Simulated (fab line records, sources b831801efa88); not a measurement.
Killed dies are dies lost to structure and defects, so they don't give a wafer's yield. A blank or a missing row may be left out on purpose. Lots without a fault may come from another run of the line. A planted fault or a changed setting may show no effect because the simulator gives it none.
A struck lot beside a sound one | flow sky130 | 34 steps out of a route of 708
Sound: wafers L475.3, L475.4, L475.6. Struck: wafers L469.2, L469.3. (L469.6 of the same lot was not struck and is left out.) The cause comes at the end.
At each step with rows: each side's tool, then ch and its chambers, then its first start. Under that, the readings that differ: sound wafers | struck wafers | difference of the means | sigmas: that difference in standard deviations of wafers without a fault.
alike: readings whose means differ by less than 2 such deviations, and words and numbers that are the same on both sides. not compared: withheld readings, readings that some wafer has no value for, bounds like >300 that may hide the same value, and numbers for which the record gives no deviation and whose values overlap.
The two part at a step that has a row with sigmas, a row that says differs or no value, or rows on one side only. Numbers that don't overlap but have no deviation are shown without sigmas and don't part them. A reading that every wafer of one side lacks parts them only if that side has two wafers or more.

first, 9 steps without rows for these wafers: SKY_METAL1_DEHYDRATE_07 (time 60 s); SKY_METAL1_HMDS_08 (prime time 60 s); SKY_METAL1_COAT_09 (resist thk 60 nm); SKY_METAL1_COAT_10 (resist thk 450 nm); SKY_METAL1_SOFTBAKE_11 (time 90 s); SKY_METAL1_EXPOSE_12 (exposes mask MM1, target cd 140 nm); SKY_METAL1_PEB_13; SKY_METAL1_DEVELOP_14 (develop time 60 s); SKY_METAL1_DESCUM_17 (chemistry O2, time 8 s).
SKY_METAL1_ETCH_18: etches BARC in N2/H2, stops on SiO2, time 45.9 s, target depth 60 nm.
  sound on rie_metal-02 ch 0,1, day 39 13:27; struck on rie_metal-04 ch 0, day 37 18:41
  alike: drypump_motor_current_A, oes_product_au, throttle_valve_pct
  not compared: rf_hours_counter_h
then, 23 steps without rows for these wafers: SKY_METAL1_METAL_ETCH_19 (etches the open film in Cl2/BCl3, stops on SiO2, target depth 360 nm, time 81.04 s); SKY_METAL1_STRIP_20 (strips in O2/N2); SKY_METAL1_STRIP_21 (strips in post etch residue remover, time 1200 s); SKY_METAL1_CLEAN_22 (cleans in IPA, time 180 s); SKY_METAL1_CLEAN_23 (cleans in O3/DIW); SKY_VIA1_HDPCVD_00 (deposits SiO2, target thk 1030 nm, time 171.7 s); SKY_VIA1_CMP_02 (polishes SiO2); SKY_VIA1_DEHYDRATE_04 (time 60 s); SKY_VIA1_HMDS_05 (prime time 60 s); SKY_VIA1_COAT_06 (resist thk 60 nm); SKY_VIA1_COAT_07 (resist thk 450 nm); SKY_VIA1_SOFTBAKE_08 (time 90 s); SKY_VIA1_EXPOSE_09 (exposes mask VIM, target cd 150 nm); SKY_VIA1_PEB_10; SKY_VIA1_DEVELOP_11 (develop time 60 s); SKY_VIA1_ETCH_14 (etches BARC in N2/H2, stops on SiO2, time 45.9 s, target depth 60 nm); SKY_VIA1_ETCH_15 (etches SiO2 in C4F8/O2/Ar, stops on TiN, target depth 351 nm, time 54 s); SKY_VIA1_STRIP_16 (strips in O2/N2); SKY_VIA1_STRIP_17 (strips in post etch residue remover, time 1200 s); SKY_VIA1_CLEAN_18 (cleans in IPA, time 180 s); SKY_VIA1_CLEAN_19 (cleans in O3/DIW); SKY_VIA1_SPUTTER_20 (material TiN, target thk 20 nm, time 80 s); SKY_VIA1_CVD_21 (deposits W, target thk 270 nm, time 80.902 s).
-- the record jumps here: 12 days lie between the struck wafers' starts before and after (it left off in module VIA1 and takes up again in module PAD_OPEN, whose first step shown is number 708 of the route) --
SKY_PAD_OPEN_PROBE_99:
  sound on prober-01, day 50 20:25; struck on prober-02, day 49 16:10
  reading                               | sound             | struck      | difference | sigmas
  defect_limited_yield (%)              | 81.5 84.3 83.1    | 72.2 72.0   | -10.9      | -5
  killed_at_M0_to_M3                    | 56 36 46          | 96 99       | +52        | +7
  killed_dies                           | 91 77 83          | 137 138     | +54        | +5
  sort_bin_3_pad_short (%)              | 0.8 0.2 0         | 3.7 2.8     | +2.9       | +7
  sort_bin_5_function (%)               | 11.8 10.2 9.8     | 17.5 16.9   | +6.6       | +4
  sort_n_pass                           | 401 415 409       | 355 354     | -54        | -5
  sort_yield_pct (%)                    | 81.5 84.3 83.1    | 72.2 72.0   | -10.9      | -5
  model.etest.tester.sort_n_pass        | 401 415 409       | 355 354     | -54        |
  model.etest.tester.sort_yield_pct (%) | 81.5 84.35 83.13  | 72.15 71.95 | -10.94     |
  model.etest.tester.sort_bin_5_pct (%) | 11.79 10.16 9.756 | 17.48 16.87 | +6.61      |
  model.etest.tester.sort_bin_3_pct (%) | 0.813 0.2033 0    | 3.659 2.846 | +2.914     |
  alike: killed_at_M4_up, killed_at_contacts, killed_at_front_end, killed_at_other, killed_open, killed_short, sort_bin_6_memory

WHERE THEY PART
Only at SKY_PAD_OPEN_PROBE_99, within this record.

WHY: what the simulator had put in
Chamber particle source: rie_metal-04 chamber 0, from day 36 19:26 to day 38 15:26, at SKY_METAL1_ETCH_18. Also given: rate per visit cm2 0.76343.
